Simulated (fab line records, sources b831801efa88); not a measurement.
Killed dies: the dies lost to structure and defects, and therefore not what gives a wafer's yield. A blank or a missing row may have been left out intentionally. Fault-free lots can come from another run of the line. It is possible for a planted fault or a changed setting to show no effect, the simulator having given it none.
Which tool did it? -- flow sky130 -- route of 708 steps, sampled at 1 step: 6 lots, 18 wafers

WHAT THE GAUGES READ, wafer by wafer
SKY_FIELD_ISO_BOW_MEAS_00.
lot,measured,on,INCOMING_BOW (um)
L968,day 1 20:00,film metro-04,9 1 2
L971,day 2 11:00,film metro-04,5 7 9
L974,day 3 02:00,film metro-04,1 -12 2
L977,day 3 17:00,film metro-04,0 3 5
L985,day 5 09:00,film metro-03,2 -14 8
L988,day 6 00:01,film metro-01,2 2 -17

WHAT TOOL EACH LOT RAN ON (gives the tool, then ch and the chambers of the sampled wafers, and finally the start)
There is no process step in the record ahead of these readings.

THE ANSWER, worked out from the rows above alone
Rule: the lots themselves supply what counts as usual. Put in order of their means at a reading, lots are off if they are a third of the lots or fewer, leave a main group of 4 or more, and stand apart from it by a gap of 3 or more times the standard deviation of the main group's means; of several such gaps the widest counts. Not used: any main group whose means are identical at the precision the tables above print for the reading. Also off: a lot with no number at a reading for which 4 or more lots have one. The other lots that the step has rows for count as sound.
Across all readings shown, no lot is off: no conclusion can be drawn from this.

WHAT THE SIMULATOR HAD INSERTED
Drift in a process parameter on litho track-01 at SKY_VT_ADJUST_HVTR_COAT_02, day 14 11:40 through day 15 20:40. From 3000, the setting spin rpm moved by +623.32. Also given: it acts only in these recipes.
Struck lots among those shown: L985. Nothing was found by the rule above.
